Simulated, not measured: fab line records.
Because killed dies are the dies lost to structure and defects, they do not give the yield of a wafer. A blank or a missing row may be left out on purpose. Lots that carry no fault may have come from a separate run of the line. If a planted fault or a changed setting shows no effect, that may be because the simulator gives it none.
fab line records	flow gf180mcu
[record] lots = 12	wafers = 36	lastDay = 34
route steps=602 shown V4@493 V5@563 PASSIVATION@589
lots that met no fault: from a run of the same line without faults
startH: the number of hours between the record's first day and the start of the first shown wafer of the lot	waitH: time in hours since the lot's previous step	" the same as in the row above	L1.1+2: a single row standing in for several wafers	- no value, or no start was given	* or withheld: withheld	< > ~ a bound
route shown NAME@n: NAME is a module with steps in the file, n the number in the route of the first one	usual: mean/standard deviation taken from wafers without a fault	same: alike in all rows	chamber/n: place in a boat	sites: each site's reading	_std_site: the standard deviation of these	_edge_site: mean of outer sites minus mean of inner sites	radiusMm: for every site, how far away it sits from the centre of the wafer	mask NAME#n: copy n	behind: the tool/chamber that last shaped the wafer	hold: reason for holding the lot/hours on hold/outcome of the hold	device: transistor that didn't switch, given as n, p or np	end of line: the tests these same wafers got at the end of their route	a step given without rows: its recipe and nothing more	killed: the dies lost at the first sort to structure and to defects; this is not the yield of the wafer	map: a wafer's dies, marking killed ones x, the rest . and places with no die _
set.NAME: the setting that was run; set.NAME@STEP: the one run at that earlier step	model.NAME: the simulator's own value behind a step, which no gauge read
the route's steps for a sample of lots (tables are steps, rows are wafers)
services: when a tool's chamber went out of use (startH, in hours from the record's first day, below 0 if earlier), for how many hours, and the reason
[[steps]]
[step GF_V4_ETCH_17]
[recipe] chemistry = C4F8/O2/Ar	maskMaterial = KrF	target = SiO2	stopOn = TiN	sourceW = 1500	biasW = 1200	pressureMtorr = 40	c4f8FlowSccm = withheld	O2_flow_sccm = 6	Ar_flow_sccm = 300	timeS = withheld	targetDepthA = 6300
[usual] oesProductAu = 0.856/0.0048
lot.wafer	tool	chamber	startH	waitH	oesProductAu
L413.4	rieDiel-03	3	-	-	0.869
L413.5	"	0	"	"	0.864
L413.6	"	3	"	"	0.856
L414.1	rieDiel-04	0	-	-	0.854
L414.3	"	2	"	"	0.842
L414.6	"	1	"	"	0.869
L415.1	rieDiel-03	2	-	-	0.859
L415.3	"	3	"	"	0.852
L415.4	"	3	"	"	0.859
L416.2	rieDiel-01	0	-	-	0.860
L416.4	"	3	"	"	0.859
L416.5	"	0	"	"	0.863
L417.1	rieDiel-03	2	-	-	0.859
L417.5	"	3	"	"	0.858
L417.6	"	2	"	"	0.854
L418.1	rieDiel-01	0	-	-	0.856
L418.2	"	2	"	"	0.852
L418.3	"	1	"	"	0.860
L419.1	rieDiel-01	0	-	-	0.857
L419.3	"	1	"	"	0.853
L419.4	"	0	"	"	0.866
L420.1	rieDiel-04	2	-	-	0.856
L420.4	"	1	"	"	0.855
L420.6	"	0	"	"	0.859
L426.3	rieDiel-03	3	-	-	0.857
L426.4	"	3	"	"	0.856
L426.6	"	1	"	"	0.845
L430.1	rieDiel-01	2	-	-	0.855
L430.3	"	3	"	"	0.850
L430.4	"	0	"	"	0.860
L433.4	rieDiel-01	0	-	-	0.851
L433.5	"	0	"	"	0.849
L433.6	"	3	"	"	0.859
L436.1	rieDiel-03	2	-	-	0.855
L436.3	"	1	"	"	0.855
L436.5	"	0	"	"	0.851
[step GF_V4_SPUTTER_22]
[recipe] material = TiN	targetThkNm = 10	chamberPressurePa = 5	powerW = 4000	timeS = 40
[usual] throttleValvePct = 29.9/0.67
lot.wafer	tool	chamber	startH	waitH	throttleValvePct
L413.4	pvdSputter-02	-	560.99	0.0	29.9
L413.5	"	-	"	"	28.6
L413.6	"	-	"	"	30.1
L414.1	pvdSputter-02	-	571.78	0.0	30.4
L414.3	"	-	"	"	28.7
L414.6	"	-	"	"	30.4
L415.1	pvdSputter-04	-	577.14	0.0	30.5
L415.3	"	-	"	"	29.9
L415.4	"	-	"	"	31.5
L416.2	pvdSputter-03	-	591.59	0.0	30.0
L416.4	"	-	"	"	29.7
L416.5	"	-	"	"	30.2
L417.1	pvdSputter-02	-	598.54	0.0	30.5
L417.5	"	-	"	"	30.1
L417.6	"	-	"	"	30.2
L418.1	pvdSputter-03	-	605.15	0.0	29.6
L418.2	"	-	"	"	30.0
L418.3	"	-	"	"	29.9
L419.1	pvdSputter-02	-	612.75	0.0	30.2
L419.3	"	-	"	"	30.6
L419.4	"	-	"	"	30.0
L420.1	pvdSputter-02	-	619.04	0.0	30.3
L420.4	"	-	"	"	28.4
L420.6	"	-	"	"	30.2
L426.3	pvdSputter-02	-	667.04	0.0	28.4
L426.4	"	-	"	"	30.4
L426.6	"	-	"	"	30.3
L430.1	pvdSputter-02	-	692.78	0.0	30.5
L430.3	"	-	"	"	30.1
L430.4	"	-	"	"	28.3
L433.4	pvdSputter-02	-	710.80	0.0	30.2
L433.5	"	-	"	"	30.5
L433.6	"	-	"	"	30.3
L436.1	pvdSputter-03	-	728.55	0.0	29.8
L436.3	"	-	"	"	30.2
L436.5	"	-	"	"	29.6
[step GF_V5_CVD_23]
[recipe] material = W	targetThkNm = 350	timeS = 104.9	tempC = 400	pressureTorr = 40
[usual] heaterPowerW = 840/44	susceptorTempC = 400.02/0.21
lot.wafer	tool	chamber	startH	waitH	heaterPowerW	susceptorTempC
L413.4	cvdW-02	1	628.24	0.1	789	399.97
L413.5	"	1	"	"	812	400.10
L413.6	"	0	"	"	766	399.94
L414.1	cvdW-02	0	638.30	0.0	768	400.01
L414.3	"	1	"	"	819	400.26
L414.6	"	1	"	"	803	399.80
L415.1	cvdW-01	1	644.17	0.0	859	399.58
L415.3	"	1	"	"	888	400.02
L415.4	"	0	"	"	893	399.83
L416.2	cvdW-02	1	662.63	0.0	795	399.81
L416.4	"	1	"	"	806	400.05
L416.5	"	0	"	"	786	400.29
L417.1	cvdW-01	0	662.98	0.0	898	399.94
L417.5	"	0	"	"	852	399.79
L417.6	"	1	"	"	871	400.07
L418.1	cvdW-02	1	667.77	0.0	818	399.92
L418.2	"	0	"	"	767	400.43
L418.3	"	1	"	"	816	400.11
L419.1	cvdW-01	1	677.27	0.0	858	400.38
L419.3	"	1	"	"	865	399.82
L419.4	"	0	"	"	846	400.14
L420.1	cvdW-01	0	681.45	0.0	898	400.05
L420.4	"	0	"	"	887	400.32
L420.6	"	0	"	"	882	399.96
L426.3	cvdW-01	1	726.88	0.1	855	400.12
L426.4	"	0	"	"	895	400.09
L426.6	"	0	"	"	869	399.93
L430.1	cvdW-02	1	750.10	0.0	830	400.20
L430.3	"	1	"	"	812	399.94
L430.4	"	1	"	"	816	400.40
L433.4	cvdW-02	1	766.78	0.1	823	399.99
L433.5	"	0	"	"	770	400.05
L433.6	"	1	"	"	833	400.15
L436.1	cvdW-02	0	781.78	0.0	763	400.25
L436.3	"	1	"	"	808	400.16
L436.5	"	1	"	"	782	400.38
[step GF_PASSIVATION_CVD_02]
[recipe] material = Si3N4	targetThkNm = 700	timeS = 486.18	tempC = 400	rfW = 450
[usual] heaterPowerW = 724/100	rfFwdPowerW = 449.0/1.4	susceptorTempC = 399.99/0.22
lot.wafer	tool	chamber	startH	waitH	heaterPowerW	rfFwdPowerW	susceptorTempC
L413.4	pecvd-01	1	650.34	0.2	731	447.7	400.22
L413.5	"	0	"	"	815	446.9	400.04
L413.6	"	1	"	"	809	447.5	400.21
L414.1	pecvd-01	2	660.52	0.1	628	447.6	399.75
L414.3	"	2	"	"	677	449.6	399.85
L414.6	"	2	"	"	696	450.6	399.88
L415.1	pecvd-04	1	665.88	0.1	584	448.3	400.19
L415.3	"	0	"	"	856	449.4	400.07
L415.4	"	2	"	"	544	448.9	399.90
L416.2	pecvd-04	0	683.42	0.0	903	446.7	399.73
L416.4	"	2	"	"	639	448.9	399.87
L416.5	"	0	"	"	725	448.3	399.80
L417.1	pecvd-02	0	683.72	0.1	809	448.5	400.02
L417.5	"	1	"	"	797	447.1	400.03
L417.6	"	2	"	"	668	448.1	400.30
L418.1	pecvd-01	1	688.59	0.1	878	448.8	399.59
L418.2	"	2	"	"	617	448.9	399.77
L418.3	"	0	"	"	794	446.4	400.09
L419.1	pecvd-04	2	697.77	0.1	653	450.6	400.45
L419.3	"	2	"	"	682	449.2	400.40
L419.4	"	1	"	"	620	451.2	399.82
L420.1	pecvd-04	2	702.43	0.1	683	448.2	400.05
L420.4	"	2	"	"	539	446.8	399.75
L420.6	"	1	"	"	702	452.1	399.98
L426.3	pecvd-04	1	746.21	0.0	667	379.1	400.21
L426.4	"	1	"	"	713	376.9	400.23
L426.6	"	2	"	"	629	449.6	400.03
L430.1	pecvd-01	1	767.97	0.1	881	449.7	399.86
L430.3	"	0	"	"	826	445.4	399.95
L430.4	"	1	"	"	718	449.1	400.22
L433.4	pecvd-02	0	784.81	0.2	849	446.8	399.88
L433.5	"	1	"	"	777	449.0	400.11
L433.6	"	2	"	"	706	449.8	399.72
L436.1	pecvd-02	1	799.41	0.1	727	451.0	400.05
L436.3	"	0	"	"	790	447.7	399.86
L436.5	"	0	"	"	824	448.9	399.88
[step GF_PASSIVATION_THK_MEAS_03]
[recipe] reads = Si3N4_of_PASSIVATION_CVD_02
[usual] PASSIVATION_CVD_02_THK = 699/7.9
lot.wafer	tool	chamber	startH	waitH	PASSIVATION_CVD_02_THK[nm]
L413.4	filmMetro-03	-	650.66	0.2	700
L413.5	"	-	"	"	699
L413.6	"	-	"	"	697
L414.1	filmMetro-03	-	660.95	0.3	690
L414.3	"	-	"	"	694
L414.6	"	-	"	"	694
L415.1	filmMetro-02	-	666.16	0.1	703
L415.3	"	-	"	"	699
L415.4	"	-	"	"	711
L416.2	filmMetro-03	-	683.72	0.2	686
L416.4	"	-	"	"	697
L416.5	"	-	"	"	699
L417.1	filmMetro-02	-	684.01	0.1	694
L417.5	"	-	"	"	712
L417.6	"	-	"	"	704
L418.1	filmMetro-02	-	688.88	0.1	709
L418.2	"	-	"	"	699
L418.3	"	-	"	"	704
L419.1	filmMetro-03	-	698.20	0.3	685
L419.3	"	-	"	"	693
L419.4	"	-	"	"	703
L420.1	filmMetro-03	-	702.86	0.3	695
L420.4	"	-	"	"	705
L420.6	"	-	"	"	710
L426.3	filmMetro-03	-	746.52	0.2	660
L426.4	"	-	"	"	664
L426.6	"	-	"	"	703
L430.1	filmMetro-02	-	768.26	0.1	687
L430.3	"	-	"	"	690
L430.4	"	-	"	"	694
L433.4	filmMetro-02	-	784.98	0.0	712
L433.5	"	-	"	"	719
L433.6	"	-	"	"	718
L436.1	filmMetro-02	-	799.70	0.1	692
L436.3	"	-	"	"	686
L436.5	"	-	"	"	691
[[services]]
tool	chamber	startH	hours	kind
pecvd-04	-	553.29	6.0	pm
rieDiel-03	1	563.42	14.3	repair
pecvd-01	1	579.14	2.9	repair
cvdW-02	1	580.35	2.1	repair
cvdW-02	-	588.57	28.9	repair
cvdW-01	-	626.63	14.6	pm
cvdW-01	-	641.23	2.8	pm
rieDiel-01	-	645.28	0.4	repair
pvdSputter-02	-	648.72	4.1	repair
rieDiel-03	2	649.09	40.9	repair
rieDiel-03	-	694.44	28.1	pm
pecvd-04	0	696.08	11.4	repair
rieDiel-01	0	697.16	8.0	repair
rieDiel-01	3	721.71	73.2	repair
cvdW-02	0	748.27	4.8	repair
rieDiel-01	1	760.60	7.1	repair
rieDiel-01	0	762.97	4.3	repair
rieDiel-03	2	772.64	1.6	repair
rieDiel-03	3	772.71	3.6	repair
cvdW-01	-	779.06	0.5	repair
cvdW-01	-	782.64	1.3	repair
rieDiel-01	2	793.50	1.4	repair
rieDiel-03	0	794.01	8.5	repair
pecvd-04	-	799.38	14.0	pm
[[key]]
[firstSign] step = GF_PASSIVATION_CVD_02	reading = rfFwdPowerW	direction = down	sigmas = 51	usual = 449.0	struck = 378.0
[effect] step = GF_PASSIVATION_THK_MEAS_03	reading = PASSIVATION_CVD_02_THK	direction = down	sigmas = 4.8	usual = 699	struck = 662
metAt GF_PASSIVATION_CVD_02
struckLots L426
struckWafers L426.3,L426.4
notActingAt GF_V4_ETCH_17,GF_V4_SPUTTER_22,GF_V5_CVD_23
onsetBetween 702.43 746.21
[fault] kind = processParameterDrift	tool = pecvd-04	chamber = 1	onsetH = 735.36	steps = GF_PASSIVATION_CVD_02	channel = rfW	offset = -72	shape = step	endH = 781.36	actsIn = theseRecipesOnly	stated = 450
